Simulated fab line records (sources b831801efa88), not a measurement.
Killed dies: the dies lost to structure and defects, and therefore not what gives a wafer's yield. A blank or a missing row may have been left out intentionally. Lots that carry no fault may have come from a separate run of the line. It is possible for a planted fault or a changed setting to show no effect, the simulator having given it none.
A lot that was struck, set against a sound lot | flow sky130 | 18 steps out of a route of 708
Sound: wafers L714.3, L714.4, L714.5. Struck: wafers L727.2, L727.3, L727.6. The cause comes at the end.
At each step with rows: each side's tool, then ch and its chambers, then its first start. Under that, the readings that differ: sound wafers | struck wafers | difference of the means | sigmas: that difference in standard deviations of wafers without a fault.
alike: readings whose means differ by less than 2 such deviations, and words and numbers that are the same on both sides. not compared: withheld readings, readings that some wafer has no value for, bounds like >300 that may hide the same value, and numbers for which the record gives no deviation and whose values overlap.
Wherever a step has rows on one side only, a row that says differs or no value, or a row with sigmas, the two part there. When numbers do not overlap yet have no deviation, they are printed without sigmas and do not part them. A reading that every wafer of one side lacks parts them only if that side has two wafers or more.

first, 4 steps without rows for these wafers: SKY_VT_ADJUST_PCH_SOFTBAKE_03; SKY_VT_ADJUST_PCH_EXPOSE_04 (exposes mask NWM, target cd 840 nm); SKY_VT_ADJUST_PCH_PEB_05; SKY_VT_ADJUST_PCH_DEVELOP_06 (develop time 60 s).
SKY_VT_ADJUST_PCH_OVL_MEAS_07:
  sound on overlay-02 at day 11 15:00; struck on overlay-02 at day 15 22:21
  alike: VT_ADJUST_PCH_OVL
after that, 1 step had no rows for these wafers: SKY_VT_ADJUST_PCH_IMPLANT_08.
SKY_VT_ADJUST_PCH_STRIP_09: strips in O2/N2.
  sound on plasmaAsher-04 ch 0,1, day 11 15:13; struck on plasmaAsher-01 ch 0,1, day 15 22:32
  alike: drypumpMotorCurrentA, oesProductAu, stripTimeToEndpointS
  not compared: rfHoursCounterH
SKY_VT_ADJUST_PCH_TW_MEAS_10:
  sound on filmMetro-01 at day 11 15:18; struck on filmMetro-02 at day 15 22:38
  alike: VT_ADJUST_PCH_TW
then, 4 steps without rows for these wafers: SKY_SONOS_TUNNEL_DEHYDRATE_00 (time 60 s); SKY_SONOS_TUNNEL_HMDS_01 (prime time 60 s); SKY_SONOS_TUNNEL_COAT_02 (resist thk 1140 nm); SKY_SONOS_TUNNEL_SOFTBAKE_03 (time 60 s).
SKY_SONOS_TUNNEL_EXPOSE_04: exposes mask TUNM, target cd 410 nm.
  sound on ilineStepper-02 ch 0, day 12 03:14; struck on ilineStepper-01 ch 0, day 16 12:31
reading                            | sound                   | struck            | difference | sigmas
model.SONOS_TUNNEL.overlayXNm (nm) | -0.7949 -0.7949 -0.7949 | 264.7 264.7 264.7 | +265.5     | 
  alike: mask
then, 2 steps without rows for these wafers: SKY_SONOS_TUNNEL_PEB_05; SKY_SONOS_TUNNEL_DEVELOP_06 (develop time 60 s).
SKY_SONOS_TUNNEL_CD_MEAS_07 targets a cd of 410 nm.
  sound on cdSem-01 at day 12 15:11; struck on cdSem-01 at day 17 01:55
  alike: cdNm
SKY_SONOS_TUNNEL_OVL_MEAS_08:
  sound on overlay-02 at day 12 15:16; struck on overlay-01 at day 17 02:13
reading               | sound          | struck            | difference | sigmas
SONOS_TUNNEL_OVL (nm) | -2.4 -2.2 -1.0 | 266.3 266.7 265.7 | +268.1     | +99 or more
  not compared: hold
SKY_PAD_OPEN_PROBE_99:
  the record holds rows for the sound wafers here (prober-02, day 46 23:41) but none for the struck ones

## WHERE THEY PART
At SKY_SONOS_TUNNEL_OVL_MEAS_08 first; at SKY_PAD_OPEN_PROBE_99 last (within this record only).

WHY: whatever the simulator had introduced
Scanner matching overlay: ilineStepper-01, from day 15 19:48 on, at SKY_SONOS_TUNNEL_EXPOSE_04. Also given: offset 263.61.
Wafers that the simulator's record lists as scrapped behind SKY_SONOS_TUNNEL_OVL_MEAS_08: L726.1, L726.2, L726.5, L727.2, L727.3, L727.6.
